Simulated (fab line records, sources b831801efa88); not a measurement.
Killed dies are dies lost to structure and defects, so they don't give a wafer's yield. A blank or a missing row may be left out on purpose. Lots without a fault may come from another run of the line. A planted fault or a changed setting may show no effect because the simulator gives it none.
fab line records | flow sky130
record lots=14 wafers=42 last_day=50
route steps=708 shown METAL3@534 PAD_OPEN@708
lots that met no fault: from a run of the same line without faults
start_h: hours from the record's first day to the start of the lot's first wafer shown | wait_h: hours since the lot's step before | " the same as in the row above | L1.1+2: a row that stands for several wafers | - no value, or no start given | * or withheld: withheld | < > ~ a bound
route shown NAME@n: a module of which the file shows steps, and the number in the route of the first | usual: mean/standard deviation of fault-free wafers | same: alike in all rows | chamber/n: place in a boat | sites: the reading at each site | _std_site: their standard deviation | _edge_site: outer sites' mean less inner sites' | radius_mm: how far each site lies from the wafer's centre | mask NAME#n: copy n | behind: the tool/chamber that last shaped the wafer | hold: why the lot was held/for how many hours/how that ended | device: the transistor (n, p or np) that didn't switch | end of line: the same wafers' tests at the end of the route | a step without rows: its recipe alone | killed: dies lost to structure and defects at the first sort, not the wafer's yield | map: a wafer's dies, x killed, . not, _ none there
set.NAME: the setting as run; set.NAME@STEP: as run at that earlier step | model.NAME: the simulator's own value behind a step, which no gauge read
steps of the route over a sample of lots; a table a step, a row a wafer
services: from which hour (start_h, from the record's first day; less than 0 if before it) a tool's chamber was out of use, for how many hours, and why
## steps
# step SKY_METAL3_SPUTTER_02
# recipe material=AlCu target_thk_nm=735 power_w=10600 time_s=39.1 chamber_pressure_pa=0.4
# usual throttle_valve_pct=30.1/0.55
# columns lot.wafer tool chamber start_h wait_h throttle_valve_pct
L923.2 pvd_sputter-02 - 845.73 0.0 29.6
L923.4 " - " " 29.6
L923.6 " - " " 30.0
L924.1 pvd_sputter-03 - 856.32 0.0 30.9
L924.4 " - " " 30.9
L924.6 " - " " 30.1
L925.2 pvd_sputter-02 - 869.83 0.0 29.8
L925.5 " - " " 30.2
L925.6 " - " " 29.5
L926.1 pvd_sputter-03 - 876.11 0.0 30.6
L926.2 " - " " 30.2
L926.6 " - " " 30.7
L927.1 pvd_sputter-01 - 882.82 0.0 30.5
L927.5 " - " " 29.3
L927.6 " - " " 30.5
L928.3 pvd_sputter-01 - 893.37 0.0 30.1
L928.4 " - " " 29.1
L928.5 " - " " 29.2
L929.3 pvd_sputter-03 - 902.03 0.0 30.9
L929.4 " - " " 30.5
L929.5 " - " " 31.0
L930.1 pvd_sputter-02 - 908.02 0.0 30.1
L930.2 " - " " 29.9
L930.5 " - " " 29.6
L931.2 pvd_sputter-02 - 912.22 0.0 30.4
L931.5 " - " " 30.2
L931.6 " - " " 29.2
L937.2 pvd_sputter-03 - 960.96 0.0 30.8
L937.4 " - " " 31.1
L937.6 " - " " 30.7
L938.3 pvd_sputter-03 - 963.19 0.0 31.1
L938.4 " - " " 30.9
L938.6 " - " " 30.5
L942.2 pvd_sputter-01 - 994.34 0.0 29.1
L942.3 " - " " 29.9
L942.5 " - " " 29.9
L944.2 pvd_sputter-02 - 1009.81 0.0 29.8
L944.3 " - " " 29.8
L944.5 " - " " 30.3
L945.2 pvd_sputter-01 - 1013.01 0.0 29.1
L945.4 " - " " 30.6
L945.5 " - " " 30.0
# step SKY_METAL3_METAL_ETCH_18
# recipe target_depth_a=8450 stop_on=SiO2 over_etch_frac=0.3 time_s=183.1 chemistry=Cl2/BCl3 resist_sidewall_deg=88 pressure_mtorr=10 icp_w=900 bias_w=48.5 Cl2_flow_sccm=60 bcl3_flow_sccm=30
# usual drypump_motor_current_A=5.6/0.43 oes_product_au=0.868/0.0057 throttle_valve_pct=22.264/0.01
# columns lot.wafer tool chamber start_h wait_h drypump_motor_current_A oes_product_au rf_hours_counter_h throttle_valve_pct
L923.2 rie_metal-01 1 898.82 0.0 5.5 0.864 10 22.251
L923.4 " 0 " " 5.6 0.870 - 22.247
L923.6 " 0 " " 5.6 0.862 - 22.265
L924.1 rie_metal-01 0 907.95 0.0 5.7 0.877 5 22.248
L924.4 " 0 " " 5.7 0.859 - 22.256
L924.6 " 1 " " 5.5 0.872 - 22.262
L925.2 rie_metal-01 0 920.95 0.0 5.6 0.865 6 22.280
L925.5 " 0 " " 5.7 0.865 - 22.254
L925.6 " 1 " " 5.4 0.879 - 22.263
L926.1 rie_metal-03 1 927.73 0.0 5.0 0.868 2 22.249
L926.2 " 0 " " 6.2 0.874 17 22.271
L926.6 " 0 " " 6.2 0.859 - 22.271
L927.1 rie_metal-01 0 933.32 0.0 5.7 0.874 6 22.269
L927.5 " 1 " " 5.4 0.871 - 22.262
L927.6 " 0 " " 5.7 0.873 - 22.268
L928.3 rie_metal-04 0 943.78 0.1 6.1 0.875 - 22.252
L928.4 " 1 " " 5.2 0.864 - 22.254
L928.5 " 1 " " 5.2 0.873 - 22.256
L929.3 rie_metal-04 0 952.93 0.1 6.1 0.868 - 22.280
L929.4 " 1 " " 5.2 0.877 - 22.254
L929.5 " 1 " " 5.2 0.875 - 22.271
L930.1 rie_metal-03 0 958.05 0.0 6.2 0.861 19 22.268
L930.2 " 1 " " 5.0 0.867 4 22.260
L930.5 " 0 " " 6.2 0.866 - 22.265
L931.2 rie_metal-01 1 961.90 0.0 5.4 0.873 12 22.267
L931.5 " 0 " " 5.6 0.878 - 22.243
L931.6 " 1 " " 5.4 0.875 - 22.260
L937.2 rie_metal-03 1 1010.00 0.0 5.1 0.862 8 22.266
L937.4 " 0 " " 6.2 0.999 - 22.267
L937.6 " 1 " " 5.1 1.006 - 22.279
L938.3 rie_metal-04 1 1010.68 0.1 5.2 0.872 - 22.264
L938.4 " 0 " " 6.1 0.996 - 22.268
L938.6 " 0 " " 6.1 0.987 - 22.251
L942.2 rie_metal-04 0 1040.38 0.0 6.0 0.862 17 22.266
L942.3 " 1 " " 5.2 0.860 - 22.266
L942.5 " 0 " " 6.1 0.865 - 22.274
L944.2 rie_metal-01 1 1055.61 0.1 5.5 0.862 - 22.259
L944.3 " 1 " " 5.5 0.857 - 22.268
L944.5 " 1 " " 5.4 0.867 - 22.268
L945.2 rie_metal-04 0 1058.85 0.0 6.1 0.866 18 22.266
L945.4 " 0 " " 6.1 0.870 - 22.278
L945.5 " 0 " " 6.1 0.868 - 22.283
# step SKY_PAD_OPEN_PROBE_99
# usual defect_limited_yield=82.2/1.9 killed_at_M0_to_M3=45/7.3 killed_at_M4_up=3.1/1.7 killed_at_contacts=25/5.1 killed_at_front_end=15/4.5 killed_at_other=0.3/0.56 killed_dies=88/9.4 killed_on_rim=17/4.3 killed_open=47/6.6 killed_short=40/6.9 sort_bin_3_pad_short=0.9/0.46 sort_bin_5_function=10.5/1.5 sort_bin_6_memory=6.4/1.1 sort_n_pass=404/9.4 sort_yield_pct=82.2/1.9
# same gross_dies=492 killed_at_back_side=0 sort_bin_4_leakage[%]=0 sort_bin_8_speed[%]=0
# columns lot.wafer tool chamber start_h wait_h defect_limited_yield[%] killed_at_M0_to_M3 killed_at_M4_up killed_at_contacts killed_at_front_end killed_at_other killed_dies killed_on_rim killed_open killed_short sort_bin_3_pad_short[%] sort_bin_5_function[%] sort_bin_6_memory[%] sort_n_pass sort_yield_pct[%]
L929.3 prober-01 - 1116.96 0.2 83.5 40 4 24 13 0 81 12 39 42 1.0 8.7 6.7 411 83.5
L929.4 prober-01 - 1117.01 0.2 82.9 40 6 27 11 0 84 19 44 40 0.8 10.8 5.5 408 82.9
L929.5 prober-01 - 1117.06 0.2 83.1 32 2 36 12 1 83 21 53 29 0.4 10.0 6.5 409 83.1
L937.2 prober-02 - 1163.66 0.1 85.0 35 3 21 15 0 74 13 40 34 1.4 7.5 6.1 418 85.0
L937.4 prober-02 - 1163.76 0.2 0 452 3 19 18 0 492 96 41 45 0.6 93.1 6.3 0 0
L937.6 prober-02 - 1163.86 0.2 0 449 2 32 9 0 492 96 43 53 1.0 92.9 6.1 0 0
L938.3 prober-01 - 1164.62 0.2 81.3 51 2 21 18 0 92 18 46 46 2.0 10.4 6.3 400 81.3
L938.4 prober-01 - 1164.67 0.2 0 446 5 23 18 0 492 96 53 42 0.6 91.9 7.5 0 0
L938.6 prober-01 - 1164.77 0.2 0 445 4 23 20 0 492 96 52 48 1.2 91.9 6.9 0 0
# killed by level:class
L929.3 VIA1:geometric_particle:open=10 CONTACT:geometric_particle:open=8 METAL1:geometric_particle:short=8 CONTACT:geometric_particle:short=7 VIA3:geometric_particle:open=7 SPACER:geometric_particle:short=4 LOCAL_INTERCONNECT:geometric_particle:short=4 METAL2:geometric_particle:short=4
L929.4 VIA1:geometric_particle:open=13 CONTACT:geometric_particle:open=9 LI_CONTACT:geometric_particle:open=8 POLY_GATE:geometric_particle:short=5 VIA3:geometric_particle:open=5 METAL4:geometric_particle:short=5 METAL1:geometric_particle:short=4 LOCAL_INTERCONNECT:geometric_particle:short=4
L929.5 LI_CONTACT:geometric_particle:open=15 CONTACT:geometric_particle:open=14 VIA3:geometric_particle:open=9 VIA1:geometric_particle:open=6 POLY_GATE:geometric_particle:open=5 POLY_GATE:geometric_particle:short=4 VIA3:geometric_particle:short=4 METAL2:geometric_particle:short=4
L937.2 LI_CONTACT:geometric_particle:open=8 VIA1:geometric_particle:open=7 VIA2:geometric_particle:open=7 CONTACT:geometric_particle:short=6 POLY_GATE:geometric_particle:open=5 POLY_GATE:geometric_particle:short=4 CONTACT:geometric_particle:open=4 METAL2:geometric_particle:short=4
L937.4 METAL3:area_etch=406 METAL1:geometric_particle:short=9 VIA1:geometric_particle:open=8 METAL2:geometric_particle:short=8 LI_CONTACT:geometric_particle:open=6 VIA1:geometric_particle:short=6 FIELD_ISO:geometric_particle:open=5 CONTACT:geometric_particle:open=5
L937.6 METAL3:area_etch=396 METAL1:geometric_particle:short=16 CONTACT:geometric_particle:open=10 VIA1:geometric_particle:open=10 LI_CONTACT:geometric_particle:open=8 CONTACT:geometric_particle:short=5 METAL3:geometric_particle:short=5 LI_CONTACT:geometric_particle:short=5
L938.3 VIA1:geometric_particle:open=11 SPACER:geometric_particle:open=7 METAL1:geometric_particle:short=6 VIA3:geometric_particle:open=6 CONTACT:geometric_particle:short=5 METAL3:geometric_particle:short=5 METAL2:geometric_particle:short=5 VIA2:geometric_particle:open=5
L938.4 METAL3:area_etch=397 VIA1:geometric_particle:open=11 VIA3:geometric_particle:open=9 FIELD_ISO:geometric_particle:short=8 VIA2:geometric_particle:open=8 CONTACT:geometric_particle:open=7 LI_CONTACT:geometric_particle:open=5 METAL2:geometric_particle:open=4
L938.6 METAL3:area_etch=392 CONTACT:geometric_particle:open=12 VIA2:geometric_particle:open=12 VIA1:geometric_particle:open=11 METAL1:geometric_particle:short=7 FIELD_ISO:geometric_particle:short=6 FIELD_ISO:geometric_particle:open=5 CONTACT:geometric_particle:short=5
## services
# columns tool chamber start_h hours kind
rie_metal-04 1 828.19 28.1 repair
pvd_sputter-02 - 828.23 4.8 repair
pvd_sputter-01 - 829.93 3.7 repair
pvd_sputter-02 - 836.78 1.7 repair
pvd_sputter-02 - 838.46 6.8 repair
rie_metal-03 1 849.82 - clean
rie_metal-03 1 849.82 14.2 scheduled_down
rie_metal-03 1 849.82 14.2 vent_cycle
rie_metal-03 - 878.92 0.6 repair
pvd_sputter-03 - 885.50 1.1 repair
rie_metal-04 1 887.75 8.3 repair
rie_metal-03 1 923.81 2.9 repair
rie_metal-04 1 925.71 - clean
rie_metal-04 1 925.71 15.9 scheduled_down
rie_metal-04 1 925.71 15.9 vent_cycle
rie_metal-03 - 930.27 2.8 pm
pvd_sputter-02 - 942.03 25.1 repair
rie_metal-01 - 946.37 10.0 pm
rie_metal-01 - 970.27 15.6 pm
rie_metal-03 0 1026.80 - clean
rie_metal-03 0 1026.80 18.8 scheduled_down
rie_metal-03 0 1026.80 18.8 vent_cycle
pvd_sputter-02 - 1051.37 2.1 repair
rie_metal-01 0 1054.41 21.0 repair
## key
first_sign step=SKY_METAL3_METAL_ETCH_18 reading=oes_product_au direction=up sigmas=23 usual=0.868 struck=0.997
effect step=SKY_PAD_OPEN_PROBE_99 reading=sort_bin_5_function direction=up sigmas=56 usual=10.5 struck=92.4
more_kills_born_at SKY_METAL3_METAL_ETCH_18@rie_metal-03=802 SKY_METAL3_METAL_ETCH_18@rie_metal-04=789
met_at SKY_METAL3_SPUTTER_02
struck_lots L937,L938
struck_wafers L937.4,L937.6,L938.4,L938.6
later_rows_left_out L937.4,L937.6,L938.4,L938.6
onset_between 902.03 960.96
fault kind=process_parameter_drift tool=pvd_sputter-03 chamber=- onset_h=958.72 steps=SKY_METAL3_SPUTTER_02 channel=target_thk_nm offset=428.42 shape=step end_h=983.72 scope=struck_wafers_only acts_in=these_recipes_only stated=735
# later_rows_left_out: the simulator's readings of these wafers behind a module that went badly wrong aren't trusted and aren't shown, but for the sort
